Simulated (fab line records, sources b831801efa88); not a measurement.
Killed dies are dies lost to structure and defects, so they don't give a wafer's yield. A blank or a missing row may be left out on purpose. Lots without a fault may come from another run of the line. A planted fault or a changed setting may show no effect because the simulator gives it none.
fab line records | flow sfq_line
record lots=5 wafers=23
route steps=325 shown M4@149 I4@171 JJ@185 M5@201 A5B@209 R5@221 I5@229 C5@241
start_h: hours from the record's first day to the start of the lot's first wafer shown | wait_h: hours since the lot's step before | " the same as in the row above | L1.1+2: a row that stands for several wafers | - no value, or no start given | * or withheld: withheld | < > ~ a bound
route shown NAME@n: a module of which the file shows steps, and the number in the route of the first | usual: mean/standard deviation of fault-free wafers | same: alike in all rows | chamber/n: place in a boat | sites: the reading at each site | _std_site: their standard deviation | _edge_site: outer sites' mean less inner sites' | radius_mm: how far each site lies from the wafer's centre | mask NAME#n: copy n | behind: the tool/chamber that last shaped the wafer | hold: why the lot was held/for how many hours/how that ended | device: the transistor (n, p or np) that didn't switch | end of line: the same wafers' tests at the end of the route | a step without rows: its recipe alone | killed: dies lost to structure and defects at the first sort, not the wafer's yield | map: a wafer's dies, x killed, . not, _ none there
set.NAME: the setting as run; set.NAME@STEP: as run at that earlier step | model.NAME: the simulator's own value behind a step, which no gauge read
lots whose settings were changed on purpose; a table a step, a row a wafer
## steps
# step SFQ_TRILAYER_M4_DEP_SPUTTER_091
# recipe material=Nb base_pressure_pa=1.33e-06 chamber_pressure_pa=0.1333 substrate_temp_c=20 resputter_cathode_voltage_v=400 target_thk_nm=200 power_w=2000 time_s=133.3
# columns lot.wafer tool chamber start_h wait_h set.time_s model.Nb_of_TRILAYER_M4_DEP_SPUTTER_091.thk_nm
L077.1 pvd_sputter-04 - 742.25 0.0 133.3 195.3
L077.2 " - " " 133.3 199.8
L077.3 " - " " 133.3 197.8
L077.4 " - " " 133.3 199.6
L077.5 " - " " 133.3 200
L079.1 pvd_sputter-06 - 756.65 0.0 133.3 203.5
L079.2 " - " " 133.3 201.1
L079.3 " - " " 151.2 231.6
L079.5 " - " " 151.2 232.2
L079.6 " - " " 133.3 205.8
L080.1 pvd_sputter-05 - 765.05 0.0 118.2 177.5
L080.2 " - " " 118.2 179
L080.3 " - " " 133.3 200.7
L080.4 " - " " 118.2 177.3
L080.6 " - " " 133.3 198
L081.2 pvd_sputter-06 - 777.01 0.0 133.3 199.6
L081.3 " - " " 133.3 202
L081.4 " - " " 133.3 199.7
L081.5 " - " " 133.3 201.5
L081.6 " - " " 133.3 202.5
L083.2 pvd_sputter-06 - 790.21 0.0 133.3 198.9
L083.4 " - " " 133.3 201.1
L083.5 " - " " 133.3 203.8
# step SFQ_M4_RS_MEAS_924
# recipe thk_meas_gauge=four-point-probe reads=Nb_of_TRILAYER_M4_DEP_SPUTTER_091
# usual M4_NB_RS=0.880/0.0096
# columns lot.wafer tool chamber start_h wait_h set.time_s@TRILAYER_M4_DEP_SPUTTER_091 M4_NB_RS[ohm/sq]
L077.1 film_metro-01 - 742.34 0.0 133.3 0.911
L077.2 " - " " 133.3 0.893
L077.3 " - " " 133.3 0.899
L077.4 " - " " 133.3 0.893
L077.5 " - " " 133.3 0.891
L079.1 film_metro-01 - 756.74 0.0 133.3 0.874
L079.2 " - " " 133.3 0.884
L079.3 " - " " 151.2 0.767
L079.5 " - " " 151.2 0.765
L079.6 " - " " 133.3 0.865
L080.1 film_metro-04 - 765.14 0.0 118.2 1.002
L080.2 " - " " 118.2 0.995
L080.3 " - " " 133.3 0.886
L080.4 " - " " 118.2 1.001
L080.6 " - " " 133.3 0.897
L081.2 film_metro-03 - 777.12 0.1 133.3 0.891
L081.3 " - " " 133.3 0.878
L081.4 " - " " 133.3 0.890
L081.5 " - " " 133.3 0.883
L081.6 " - " " 133.3 0.876
L083.2 film_metro-04 - 790.32 0.1 133.3 0.892
L083.4 " - " " 133.3 0.884
L083.5 " - " " 133.3 0.871
# step SFQ_TRILAYER_M4_LITHO_COAT_093
# recipe resist=KrF spin_rpm=3000 resist_thk_nm=600
# columns lot.wafer tool chamber start_h wait_h set.spin_rpm model.KrF_of_TRILAYER_M4_LITHO_COAT_093.thk_nm
L077.1 litho_track-02 0 742.82 0.2 3000 598.2
L077.2 " 0 " " 2824 614.8
L077.3 " 0 " " 2824 618
L077.4 " 0 " " 2824 619.4
L077.5 " 0 " " 3000 597.3
L079.1 litho_track-03 0 757.22 0.2 3000 600
L079.2 " 0 " " 3000 600.2
L079.3+5 " 0 " " 3000 -
L079.6 " 0 " " 3000 599.4
L080.1 litho_track-02 0 765.62 0.2 2902 -
L080.2+4 " 0 " " 3000 -
L080.3 " 0 " " 3000 598.1
L080.6 " 0 " " 2902 607.4
L081.2 litho_track-04 0 777.63 0.2 3062 592.4
L081.3 " 0 " " 3000 598.1
L081.4 " 0 " " 3000 597.4
L081.5 " 0 " " 3062 593.8
L081.6 " 0 " " 3062 591.7
L083.2 litho_track-03 0 790.83 0.2 3000 597.5
L083.4 " 0 " " 3000 599.5
L083.5 " 0 " " 3000 598.2
# step SFQ_TRILAYER_M4_ETCH_METAL_ETCH_096
# recipe target=Nb stop_on=SiO2 mask_material=PR chemistry=Cl2/Ar target_depth_nm=240 icp_w=600 bias_w=80 pressure_mtorr=10 time_s=120
# columns lot.wafer tool chamber start_h wait_h set.time_s set.spin_rpm@TRILAYER_M4_LITHO_COAT_093 model.KrF_of_TRILAYER_M4_LITHO_COAT_093.thk_nm
L077.1 rie_metal-02 1 877.82 0.0 120 3000 379.7
L077.2 " 0 " " 120 2824 393
L077.3 " 1 " " 120 2824 398.1
L077.4 " 0 " " 120 2824 397.1
L077.5 " 1 " " 120 3000 378.1
L079.1 rie_metal-04 0 888.62 0.0 105.2 3000 395.7
L079.2 " 1 " " 120 3000 378.6
L079.3 " 1 " " 120 3000 -
L079.5 " 0 " " 105.2 3000 -
L079.6 " 1 " " 105.2 3000 394.6
L080.1 rie_metal-04 0 895.82 0.0 115.2 2902 -
L080.2 " 1 " " 115.2 3000 -
L080.3 " 1 " " 115.2 3000 381.2
L080.4 " 0 " " 120 3000 -
L080.6 " 0 " " 120 2902 386.4
L081.2 rie_metal-04 1 906.74 0.0 120 3062 367.8
L081.3 " 0 " " 120 3000 376
L081.4 " 1 " " 110.8 3000 383.2
L081.5 " 1 " " 110.8 3062 381.6
L081.6 " 0 " " 120 3062 370.6
L083.2+5 rie_metal-02 1,0 919.94 0.0 120 3000 379.3
L083.4 " 1 " " 120 3000 381.4
# step SFQ_TRILAYER_I4_VIA_LITHO_PEB_106
# recipe peb_temp_c=115 peb_time_s=60 resist=KrF
# columns lot.wafer tool chamber start_h wait_h set.peb_temp_c
L077.1+2+3+4+5 litho_track-01 0 924.09 1.0 115
L079.1+2+3+5+6 litho_track-01 0 1048.83 1.0 115
L080.1+2+6 litho_track-03 0 1052.43 1.0 115
L080.3+4 " 0 " " 111.4
L081.2+4 litho_track-02 0 1062.05 0.8 115
L081.3+5+6 " 0 " " 113.5
L083.2+4+5 litho_track-02 0 1082.58 0.8 115
# step SFQ_TRILAYER_I4_VIA_LITHO_DEVELOP_105
# recipe time_s=60 resist=KrF
# step SFQ_TRILAYER_I4_VIA_BARC_OPEN_VIA_ETCH_146
# recipe mask_material=PR chemistry=O2 target_depth_nm=125 target=BARC source_w=500 bias_w=80 pressure_mtorr=30 time_s=41.7
# columns lot.wafer tool chamber start_h wait_h set.peb_temp_c@TRILAYER_I4_VIA_LITHO_PEB_106 model.I4.cd_nm
L077.1 rie_diel-02 3 924.43 0.0 115 698.7
L077.2 " 1 " " 115 698.3
L077.3 " 2 " " 115 700.7
L077.4 " 0 " " 115 699.4
L077.5 " 0 " " 115 699.2
L079.1 rie_diel-01 0 1049.16 0.0 115 699
L079.2 " 2 " " 115 698.4
L079.3 " 1 " " 115 699.4
L079.5 " 0 " " 115 700.2
L079.6 " 1 " " 115 698.6
L080.1 rie_diel-02 3 1052.76 0.0 115 699.6
L080.2+6 " 2 " " 115 701.5
L080.3 " 0 " " 111.4 625.3
L080.4 " 1 " " 111.4 624.8
L081.2 rie_diel-01 0 1062.36 0.0 115 699.2
L081.3 " 3 " " 113.5 668.7
L081.4 " 1 " " 115 699
L081.5 " 1 " " 113.5 670.3
L081.6 " 2 " " 113.5 669.7
L083.2 rie_diel-04 1 1082.89 0.0 115 699.7
L083.4 " 2 " " 115 701.3
L083.5 " 1 " " 115 701.8
# step SFQ_TRILAYER_I4_VIA_ETCH_VIA_ETCH_106
# recipe target=SiO2 stop_on=Nb mask_material=PR taper_deg=20 chemistry=CHF3 target_depth_nm=260 source_w=500 bias_w=80 pressure_mtorr=30 time_s=withheld
# columns lot.wafer tool chamber start_h wait_h set.peb_temp_c@TRILAYER_I4_VIA_LITHO_PEB_106 model.I4.cd_nm
L077.1 rie_diel-02 3 924.47 0.0 115 698.9
L077.2 " 1 " " 115 698.1
L077.3 " 2 " " 115 698.4
L077.4 " 0 " " 115 697.6
L077.5 " 0 " " 115 696.4
L079.1 rie_diel-01 0 1049.20 0.0 115 698
L079.2 " 2 " " 115 696.2
L079.3 " 1 " " 115 702.8
L079.5 " 0 " " 115 698.5
L079.6 " 1 " " 115 702
L080.1 rie_diel-02 3 1052.80 0.0 115 697.8
L080.2 " 2 " " 115 703.8
L080.3 " 0 " " 111.4 621.2
L080.4 " 1 " " 111.4 623.6
L080.6 " 2 " " 115 703.1
L081.2 rie_diel-01 0 1062.40 0.0 115 697.6
L081.3 " 3 " " 113.5 668.8
L081.4 " 1 " " 115 702.7
L081.5 " 1 " " 113.5 673.3
L081.6 " 2 " " 113.5 666.8
L083.2 rie_diel-04 1 1082.93 0.0 115 700.4
L083.4 " 2 " " 115 703
L083.5 " 1 " " 115 702.4
# step SFQ_TRILAYER_JJ_CE_LITHO_COAT_119
# recipe resist=BARC spin_rpm=3000 resist_thk_nm=62
# columns lot.wafer tool chamber start_h wait_h set.spin_rpm model.BARC_of_TRILAYER_JJ_CE_LITHO_COAT_119.thk_nm
L077.1 litho_track-03 0 926.77 0.1 3207 59.74
L077.2 " 0 " " 3207 59.69
L077.3 " 0 " " 3207 59.66
L077.4 " 0 " " 3000 61.65
L077.5 " 0 " " 3000 61.78
L079.1 litho_track-03 0 1051.50 0.1 3109 60.7
L079.2 " 0 " " 3000 61.72
L079.3 " 0 " " 3000 61.95
L079.5 " 0 " " 3109 60.58
L079.6 " 0 " " 3000 61.81
L080.1 litho_track-03 0 1055.08 0.1 3000 62.02
L080.2 " 0 " " 3000 62.2
L080.3 " 0 " " 3171 60.33
L080.4 " 0 " " 3000 62.28
L080.6 " 0 " " 3171 60.22
L081.2 litho_track-03 0 1064.73 0.1 3158 60.54
L081.3 " 0 " " 3000 62.15
L081.4 " 0 " " 3000 61.99
L081.5 " 0 " " 3158 60.27
L081.6 " 0 " " 3000 61.97
L083.2 litho_track-03 0 1085.47 0.1 3000 61.95
L083.4 " 0 " " 3000 61.94
L083.5 " 0 " " 3000 62.06
# step SFQ_TRILAYER_M5_LITHO_EXPOSE_124
# recipe mask_id=M5 na=0.6 source_shape=conventional sigma_outer=0.65 target_cd_nm=700 dose_mj=14.4
# columns lot.wafer tool chamber start_h wait_h mask set.dose_mj
L077.1+4 krf_scanner-02 0 1155.88 - M5#0 14.4
L077.2+3+5 " 0 " " M5#0 15
L079.1+3+6 krf_scanner-02 0 1178.68 - M5#0 14.72
L079.2+5 " 0 " " M5#0 14.4
L080.1+2+3 krf_scanner-02 0 1185.88 - M5#0 14.92
L080.4+6 " 0 " " M5#0 14.4
L081.2+3+4+5+6 krf_scanner-02 0 1199.28 - M5#0 14.4
L083.2+4+5 krf_scanner-02 0 1220.88 - M5#0 14.4
# step SFQ_TRILAYER_M5_LITHO_PEB_126
# recipe peb_temp_c=115 peb_time_s=60 resist=KrF
# step SFQ_TRILAYER_M5_LITHO_DEVELOP_125
# recipe time_s=60 resist=KrF
# step SFQ_TRILAYER_M5_BARC_OPEN_METAL_ETCH_161
# recipe mask_material=PR chemistry=O2 target_depth_nm=125 target=BARC icp_w=600 bias_w=80 pressure_mtorr=10 time_s=43.07
# columns lot.wafer tool chamber start_h wait_h set.dose_mj@TRILAYER_M5_LITHO_EXPOSE_124 model.M5.cd_nm
L077.1 rie_metal-03 0 1157.41 0.0 14.4 700.2
L077.2 " 1 " " 15 693.3
L077.3 " 0 " " 15 694.3
L077.4 " 1 " " 14.4 700.7
L077.5 " 1 " " 15 693
L079.1 rie_metal-03 1 1180.21 0.0 14.72 698.1
L079.2 " 0 " " 14.4 702.1
L079.3 " 0 " " 14.72 696.5
L079.5 " 0 " " 14.4 703
L079.6 " 1 " " 14.72 698.4
L080.1 rie_metal-03 1 1187.41 0.0 14.92 694.7
L080.2 " 0 " " 14.92 694.2
L080.3 " 0 " " 14.92 695
L080.4 " 1 " " 14.4 699.8
L080.6 " 1 " " 14.4 700
L081.2 rie_metal-03 1 1200.61 0.0 14.4 698.9
L081.3 " 0 " " 14.4 698.5
L081.4 " 1 " " 14.4 700.7
L081.5 " 1 " " 14.4 698.3
L081.6 " 0 " " 14.4 699.5
L083.2 rie_metal-03 1 1222.21 0.0 14.4 700.2
L083.4 " 0 " " 14.4 699.6
L083.5 " 1 " " 14.4 700.8
# step SFQ_TRILAYER_M5_ETCH_METAL_ETCH_126
# recipe target=Nb stop_on=SiO2 mask_material=PR over_etch_frac=0.15 time_s=203.2 chemistry=Cl2/BCl3 target_depth_nm=265 icp_w=600 bias_w=80 pressure_mtorr=10
# columns lot.wafer tool chamber start_h wait_h set.dose_mj@TRILAYER_M5_LITHO_EXPOSE_124 model.M5.cd_nm
L077.1 rie_metal-03 0 1157.47 0.0 14.4 700.2
L077.2 " 1 " " 15 692
L077.3 " 0 " " 15 694.8
L077.4 " 1 " " 14.4 699.1
L077.5 " 1 " " 15 692.6
L079.1 rie_metal-03 1 1180.27 0.0 14.72 697.9
L079.2 " 0 " " 14.4 702.7
L079.3 " 0 " " 14.72 698.4
L079.5 " 0 " " 14.4 703.4
L079.6 " 1 " " 14.72 698.5
L080.1 rie_metal-03 1 1187.47 0.0 14.92 693.7
L080.2 " 0 " " 14.92 693.9
L080.3 " 0 " " 14.92 694.5
L080.4 " 1 " " 14.4 697.7
L080.6 " 1 " " 14.4 699.2
L081.2 rie_metal-03 1 1200.67 0.0 14.4 698.1
L081.3 " 0 " " 14.4 698.3
L081.4 " 1 " " 14.4 699.6
L081.5 " 1 " " 14.4 697.2
L081.6 " 0 " " 14.4 700
L083.2+5 rie_metal-03 1 1222.27 0.0 14.4 698.7
L083.4 " 0 " " 14.4 700.7
# step SFQ_TRILAYER_A5B_DEP_PECVD_129
# recipe material=SiO2 temp_c=150 time_s=133.33 pressure_torr=2.4 rf_w=183.3 precursor=SiH4/N2O target_thk_nm=600
# columns lot.wafer tool chamber start_h wait_h set.time_s model.SiO2_of_TRILAYER_A5B_DEP_PECVD_129.thk_nm
L077.1 pecvd-02 1 1158.44 0.0 133.33 584.9
L077.2 " 2 " " 133.33 591.1
L077.3 " 0 " " 125.9 549.6
L077.4 " 1 " " 125.9 559.3
L077.5 " 2 " " 133.33 593
L079.1 pecvd-04 1 1181.24 0.0 121.4 528.6
L079.2 " 2 " " 133.33 585.8
L079.3 " 0 " " 133.33 593.7
L079.5 " 1 " " 133.33 583.7
L079.6 " 0 " " 121.4 541.3
L080.1 pecvd-04 0 1188.46 0.0 133.33 603.3
L080.2 " 2 " " 149.1 657.6
L080.3 " 1 " " 149.1 654.2
L080.4 " 2 " " 133.33 595.3
L080.6 " 0 " " 133.33 606.8
L081.2 pecvd-03 1 1201.64 0.0 116.6 541.9
L081.3 " 0 " " 116.6 530.9
L081.4 " 0 " " 116.6 536.8
L081.5 " 2 " " 133.33 622.9
L081.6 " 1 " " 133.33 621
L083.2 pecvd-03 1 1223.26 0.0 133.33 598.5
L083.4 " 1 " " 133.33 610.3
L083.5 " 2 " " 133.33 611.5
# step SFQ_TRILAYER_R5_LITHO_PEB_139
# recipe peb_temp_c=115 peb_time_s=60 resist=KrF
# columns lot.wafer tool chamber start_h wait_h set.peb_time_s
L077.1+2 litho_track-04 0 1312.97 1.0 56.93
L077.3+4+5 " 0 " " 60
L079.1+2+6 litho_track-02 0 1333.37 1.0 60
L079.3+5 " 0 " " 53.29
L080.1+2 litho_track-04 0 1340.57 1.0 51.52
L080.3+4+6 " 0 " " 60
L081.2+3+4+5+6 litho_track-03 0 1353.53 0.8 60
L083.2+4+5 litho_track-04 0 1370.33 0.8 60
# step SFQ_TRILAYER_R5_LITHO_DEVELOP_138
# recipe time_s=60 resist=KrF
# step SFQ_TRILAYER_R5_BARC_OPEN_METAL_ETCH_177
# recipe mask_material=PR chemistry=O2 target_depth_nm=125 target=BARC icp_w=600 bias_w=80 pressure_mtorr=10 time_s=41.7
# columns lot.wafer tool chamber start_h wait_h set.peb_time_s@TRILAYER_R5_LITHO_PEB_139 model.R5.cd_nm
L077.1 rie_metal-04 1 1313.31 0.0 56.93 508.7
L077.2 " 0 " " 56.93 508.6
L077.3 " 0 " " 60 500.6
L077.4 " 1 " " 60 500.9
L077.5 " 0 " " 60 502.8
L079.1 rie_metal-02 0 1333.71 0.0 60 500.8
L079.2 " 1 " " 60 499.3
L079.3 " 1 " " 53.29 517.6
L079.5 " 0 " " 53.29 516.6
L079.6 " 1 " " 60 499
L080.1 rie_metal-04 0 1340.91 0.0 51.52 523.9
L080.2 " 1 " " 51.52 522.6
L080.3 " 1 " " 60 499.8
L080.4 " 0 " " 60 500
L080.6 " 0 " " 60 500.4
L081.2+3 rie_metal-04 1 1353.84 0.0 60 500.3
L081.4 " 0 " " 60 502.5
L081.5 " 0 " " 60 501.7
L081.6 " 1 " " 60 501.8
L083.2 rie_metal-02 0 1370.64 0.0 60 499.7
L083.4 " 0 " " 60 499.2
L083.5 " 0 " " 60 499.8
# step SFQ_TRILAYER_I5_LITHO_COAT_149
# recipe resist=BARC spin_rpm=3000 resist_thk_nm=62
# columns lot.wafer tool chamber start_h wait_h set.spin_rpm model.BARC_of_TRILAYER_I5_LITHO_COAT_149.thk_nm
L077.1 litho_track-01 0 1314.24 0.0 3000 61.89
L077.2 " 0 " " 2905 63.14
L077.3 " 0 " " 2905 62.92
L077.4 " 0 " " 3000 61.93
L077.5 " 0 " " 3000 61.96
L079.1 litho_track-02 0 1334.63 0.0 3067 60.88
L079.2 " 0 " " 3000 61.69
L079.3 " 0 " " 3000 61.78
L079.5 " 0 " " 3067 60.99
L079.6 " 0 " " 3067 61.09
L080.1 litho_track-01 0 1341.83 0.0 3000 61.88
L080.2 " 0 " " 3000 61.9
L080.3 " 0 " " 3000 61.8
L080.4 " 0 " " 3000 62.09
L080.6 " 0 " " 3000 62.02
L081.2 litho_track-02 0 1354.81 0.1 3000 61.65
L081.3 " 0 " " 3000 61.74
L081.4 " 0 " " 3224 59.52
L081.5 " 0 " " 3224 59.28
L081.6 " 0 " " 3224 59.6
L083.2 litho_track-02 0 1371.61 0.1 3000 61.91
L083.4 " 0 " " 3000 61.94
L083.5 " 0 " " 3000 62
# step SFQ_TRILAYER_C5_LITHO_COAT_151
# recipe resist=KrF spin_rpm=3000 resist_thk_nm=650
# columns lot.wafer tool chamber start_h wait_h set.spin_rpm model.KrF_of_TRILAYER_C5_LITHO_COAT_151.thk_nm
L077.1 litho_track-04 0 1457.70 0.2 3138 634
L077.2 " 0 " " 3000 647.5
L077.3 " 0 " " 3000 648.7
L077.4 " 0 " " 3138 631.9
L077.5 " 0 " " 3000 647.3
L079.1 litho_track-01 0 1476.93 0.2 2826 669
L079.2 " 0 " " 2826 669.3
L079.3 " 0 " " 2826 668
L079.5 " 0 " " 3000 650.1
L079.6 " 0 " " 3000 649.6
L080.1+6 litho_track-01 0 1484.12 0.2 3000 648.5
L080.2 " 0 " " 3000 647.4
L080.3 " 0 " " 3000 647.3
L080.4 " 0 " " 3000 647
L081.2 litho_track-03 0 1499.87 0.2 3000 651.9
L081.3 " 0 " " 3000 651.1
L081.4 " 0 " " 3000 650
L081.5 " 0 " " 3000 651.6
L081.6 " 0 " " 3000 649.6
L083.2 litho_track-03 0 1517.97 0.2 3000 657.3
L083.4 " 0 " " 3000 653.8
L083.5 " 0 " " 3000 656.2
# step SFQ_TRILAYER_C5_ETCH_VIA_ETCH_154
# recipe target=SiO2 mask_material=PR chemistry=CHF3 target_depth_nm=84 source_w=500 bias_w=80 pressure_mtorr=30 time_s=withheld stop_on=Nb
# columns lot.wafer tool chamber start_h wait_h set.source_w set.spin_rpm@TRILAYER_C5_LITHO_COAT_151 model.KrF_of_TRILAYER_C5_LITHO_COAT_151.thk_nm
L077.1 rie_diel-02 3 1594.23 0.0 548.4 3138 546.8
L077.2 " 0 " " 500 3000 561.1
L077.3 " 2 " " 500 3000 563.5
L077.4 " 1 " " 500 3138 544.5
L077.5 " 1 " " 548.4 3000 559.4
L079.1 rie_diel-02 3 1614.63 0.0 519.9 2826 582.3
L079.2 " 2 " " 500 2826 584.1
L079.3 " 1 " " 519.9 2826 580.8
L079.5 " 0 " " 500 3000 564.1
L079.6 " 1 " " 519.9 3000 561.9
L080.1 rie_diel-03 0 1620.63 0.0 500 3000 561.5
L080.2 " 2 " " 500 3000 560.3
L080.3 " 3 " " 500 3000 562
L080.4 " 1 " " 500 3000 561.3
L080.6 " 2 " " 500 3000 561.8
L081.2 rie_diel-03 2 1633.83 0.0 500 3000 565.3
L081.3 " 0 " " 500 3000 564.4
L081.4 " 1 " " 459.1 3000 564.7
L081.5 " 2 " " 459.1 3000 565.4
L081.6 " 1 " " 500 3000 564.1
L083.2 rie_diel-02 3 1651.83 0.0 500 3000 571.7
L083.4 " 2 " " 500 3000 569
L083.5 " 2 " " 500 3000 571.5
## key
split step=SFQ_TRILAYER_M4_DEP_SPUTTER_091 setting=time_s stated=133.3 by=wafer
response step=SFQ_TRILAYER_M4_DEP_SPUTTER_091 reading=model.Nb_of_TRILAYER_M4_DEP_SPUTTER_091.thk_nm change=+2.02 per=1% r=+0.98
response step=SFQ_M4_RS_MEAS_924 reading=M4_NB_RS change=-0.00866 per=1% r=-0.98
split step=SFQ_TRILAYER_M4_LITHO_COAT_093 setting=spin_rpm stated=3000 by=wafer
response step=SFQ_TRILAYER_M4_LITHO_COAT_093 reading=model.KrF_of_TRILAYER_M4_LITHO_COAT_093.thk_nm change=-3.21 per=1% r=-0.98
response step=SFQ_TRILAYER_M4_ETCH_METAL_ETCH_096 reading=model.KrF_of_TRILAYER_M4_LITHO_COAT_093.thk_nm slope=-2.89 per=1% together_with=time_s@TRILAYER_M4_ETCH_METAL_ETCH_096 explained=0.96
split step=SFQ_TRILAYER_M4_ETCH_METAL_ETCH_096 setting=time_s stated=120 by=wafer
response step=SFQ_TRILAYER_M4_ETCH_METAL_ETCH_096 reading=model.KrF_of_TRILAYER_M4_LITHO_COAT_093.thk_nm slope=-1.31 per=1% together_with=spin_rpm@TRILAYER_M4_LITHO_COAT_093 explained=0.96
split step=SFQ_TRILAYER_I4_VIA_LITHO_PEB_106 setting=peb_temp_c stated=115 by=wafer
response step=SFQ_TRILAYER_I4_VIA_BARC_OPEN_VIA_ETCH_146 reading=model.I4.cd_nm change=+24 per=1% r=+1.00
response step=SFQ_TRILAYER_I4_VIA_ETCH_VIA_ETCH_106 reading=model.I4.cd_nm change=+25 per=1% r=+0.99
split step=SFQ_TRILAYER_JJ_CE_LITHO_COAT_119 setting=spin_rpm stated=3000 by=wafer
response step=SFQ_TRILAYER_JJ_CE_LITHO_COAT_119 reading=model.BARC_of_TRILAYER_JJ_CE_LITHO_COAT_119.thk_nm change=-0.311 per=1% r=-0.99
split step=SFQ_TRILAYER_M5_LITHO_EXPOSE_124 setting=dose_mj stated=14.4 by=wafer
response step=SFQ_TRILAYER_M5_BARC_OPEN_METAL_ETCH_161 reading=model.M5.cd_nm change=-1.66 per=1% r=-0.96
response step=SFQ_TRILAYER_M5_ETCH_METAL_ETCH_126 reading=model.M5.cd_nm change=-1.52 per=1% r=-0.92
split step=SFQ_TRILAYER_A5B_DEP_PECVD_129 setting=time_s stated=133.33 by=wafer
response step=SFQ_TRILAYER_A5B_DEP_PECVD_129 reading=model.SiO2_of_TRILAYER_A5B_DEP_PECVD_129.thk_nm change=+5.83 per=1% r=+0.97
split step=SFQ_TRILAYER_R5_LITHO_PEB_139 setting=peb_time_s stated=60 by=wafer
response step=SFQ_TRILAYER_R5_BARC_OPEN_METAL_ETCH_177 reading=model.R5.cd_nm change=-1.59 per=1% r=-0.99
split step=SFQ_TRILAYER_I5_LITHO_COAT_149 setting=spin_rpm stated=3000 by=wafer
response step=SFQ_TRILAYER_I5_LITHO_COAT_149 reading=model.BARC_of_TRILAYER_I5_LITHO_COAT_149.thk_nm change=-0.308 per=1% r=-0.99
split step=SFQ_TRILAYER_C5_LITHO_COAT_151 setting=spin_rpm stated=3000 by=wafer
response step=SFQ_TRILAYER_C5_LITHO_COAT_151 reading=model.KrF_of_TRILAYER_C5_LITHO_COAT_151.thk_nm change=-3.26 per=1% r=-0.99
response step=SFQ_TRILAYER_C5_ETCH_VIA_ETCH_154 reading=model.KrF_of_TRILAYER_C5_LITHO_COAT_151.thk_nm change=-3.36 per=1% r=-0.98
split step=SFQ_TRILAYER_C5_ETCH_VIA_ETCH_154 setting=source_w stated=500 by=wafer
response none clear
